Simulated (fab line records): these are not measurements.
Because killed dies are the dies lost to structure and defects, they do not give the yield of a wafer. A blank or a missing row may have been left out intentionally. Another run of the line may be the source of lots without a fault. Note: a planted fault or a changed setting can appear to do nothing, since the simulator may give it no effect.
Which tool was responsible? -- flow sky130 -- Sampling: 12 lots, 36 wafers, 4 of 708 route steps

WHAT EACH GAUGE READ, for each wafer
SKY_CONTACT_THK_MEAS_01. Usual: for CONTACT_CVD_00_THK the level is 74.7 nm and the standard deviation is 0.9.
lot,measured,on,CONTACT_CVD_00_THK (nm),flag
L740,day 30 12:24,film metro-02,74.2 73.6 75.4,
L741,day 30 13:31,film metro-03,74.0 73.5 75.1,
L742,day 31 06:29,film metro-02,73.9 75.0 74.9,
L744,day 31 15:29,film metro-03,74.8 76.3 74.8,
L746,day 32 08:37,film metro-02,73.9 74.5 75.8,
L748,day 33 12:39,film metro-03,75.9 77.5 74.9,
L752,day 34 17:53,film metro-03,73.9 75.5 75.6,
L753,day 34 23:34,film metro-02,75.8 76.8 75.4,
L754,day 35 00:49,film metro-01,72.8 74.5 75.0,
L755,day 35 09:20,film metro-02,72.9 73.9 76.7,
L757,day 36 00:02,film metro-03,74.1 74.9 76.2,
L762,day 37 05:38,film metro-01,73.3 75.2 75.0,

SKY_CONTACT_OVL_MEAS_15. Usual: for CONTACT_OVL the level is 0 nm and the standard deviation is 5.2.
lot,measured,on,CONTACT_OVL (nm),flag
L740,day 31 16:16,overlay-01,3 -9 -3,
L741,day 31 17:25,overlay-02,-8 -11 -3,
L742,day 32 10:34,overlay-01,4 1 -4,
L744,day 32 18:40,overlay-01,7 6 3,
L746,day 33 12:35,overlay-02,-3 -8 -5,
L748,day 34 15:59,overlay-02,3 9 0,
L752,day 35 20:58,overlay-01,-1 -2 6,
L753,day 36 02:07,overlay-02,-2 -4 0,
L754,day 36 03:50,overlay-02,-7 -5 -1,
L755,day 36 12:02,overlay-02,1 3 -3,
L757,day 37 03:16,overlay-02,-1 4 -1,
L762,day 38 08:13,overlay-02,8 6 -1,

WHICH TOOL RAN EACH LOT (tool, then ch and the chambers of the sampled wafers, then the start)
lot,SKY_LI_CONTACT_CMP_24,SKY_CONTACT_COAT_08
L740,"cmp-02 ch 0,1,3, day 29 07:13","litho track-03 ch 0, day 31 02:23"
L741,"cmp-01 ch 0,1, day 29 07:52","litho track-03 ch 0, day 31 03:11"
L742,"cmp-02 ch 1,2, day 30 00:53","litho track-03 ch 0, day 31 20:17"
L744,"cmp-02 ch 0,2,3, day 30 10:24","litho track-04 ch 0, day 32 04:57"
L746,"cmp-02 ch 1,3, day 31 03:50","litho track-03 ch 0, day 32 22:38"
L748,"cmp-01 ch 0,1,2, day 32 08:32","litho track-03 ch 0, day 34 02:17"
L752,"cmp-02 ch 0,2,3, day 33 14:12","litho track-04 ch 0, day 35 07:42"
L753,"cmp-01 ch 0,3, day 33 19:46","litho track-02 ch 0, day 35 13:36"
L754,"cmp-02 ch 0,2,3, day 33 20:25","litho track-03 ch 0, day 35 14:22"
L755,"cmp-02 ch 0,1,3, day 34 05:07","litho track-03 ch 0, day 35 22:10"
L757,"cmp-02 ch 0,2, day 34 20:30","litho track-04 ch 0, day 36 13:53"
L762,"cmp-02 ch 0,1,3, day 36 02:35","litho track-04 ch 0, day 37 18:59"
- SKY_LI_CONTACT_CMP_24: polishes, stops on PSG, t overpolish 20 s, target thk 0 nm.
- SKY_CONTACT_COAT_08: resist thk 60 nm.

WHAT THE TOOLS THEMSELVES READ (means of the sampled wafers that have a number; where no wafer has one, the mark that the record gives instead)
SKY_LI_CONTACT_CMP_24. Usual: motor current A 11.0 A, standard deviation 1.2; overpolish run s 19.999 s, standard deviation 0.0092; time to endpoint s 98 s, standard deviation 5.1.
lot,tool,motor current A (A),overpolish run s (s),time to endpoint s (s),flag
L740,cmp-02,11.2,20.005,95,
L741,cmp-01,10.9,20.001,101,
L742,cmp-02,11.0,20.001,106,
L744,cmp-02,11.6,19.991,97,
L746,cmp-02,12.3,19.996,104,
L748,cmp-01,10.3,19.998,95,
L752,cmp-02,11.9,19.999,98,
L753,cmp-01,10.0,20.001,99,
L754,cmp-02,11.7,20.002,100,
L755,cmp-02,11.6,19.994,103,
L757,cmp-02,10.7,19.996,96,
L762,cmp-02,11.5,19.999,92,

SKY_CONTACT_COAT_08. Usual: spin speed rpm reads 3000.0 rpm (standard deviation 2.2).
lot,tool,spin speed rpm (rpm),flag
L740,litho track-03,3000.3,
L741,litho track-03,3001.3,
L742,litho track-03,2998.5,
L744,litho track-04,2999.2,
L746,litho track-03,2998.5,
L748,litho track-03,3003.4,
L752,litho track-04,2999.4,
L753,litho track-02,2997.9,
L754,litho track-03,2672.2,OFF
L755,litho track-03,2670.4,OFF
L757,litho track-04,2999.3,
L762,litho track-04,3002.7,

THE ANSWER, worked out from the rows above alone
Rule: a lot counts as off when the mean over its wafers that have a number is more than 3 standard deviations away from the usual mean. Also off: a lot with no number at a reading for which 4 or more lots have one. Any other lot the step has rows for is counted as sound. After the gauges, taken in route order, come the tools' own readings; for these a lot's mean is taken, as printed above. At the first step where some lot is off, the reading lying furthest off is the one used; lots without a number count as furthest.
Off at SKY_CONTACT_COAT_08 (spin speed rpm): L754, L755.
A tool fits if, at that step or a process step before it, it ran every lot that is off, and no sound lot after the first of them. One fits: litho track-03 at SKY_CONTACT_COAT_08. Its last sound lot is L748 (day 34 02:17), its first lot that is off L754 (day 35 14:22): a fault that began between those two fits.
The tool's own readings at SKY_CONTACT_COAT_08 bear it out: on the lots that are off they differ by more than 5 times the standard deviation of the sound lots' means. spin speed rpm reads 2671.3 rpm there against 3000.1 rpm on the sound lots.

WHAT THE SIMULATOR HAD INSERTED
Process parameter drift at SKY_CONTACT_COAT_08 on litho track-03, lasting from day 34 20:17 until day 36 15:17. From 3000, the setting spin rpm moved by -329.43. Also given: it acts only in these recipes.
Shown lots that were struck: L754, L755. This agrees with what the rule above found.
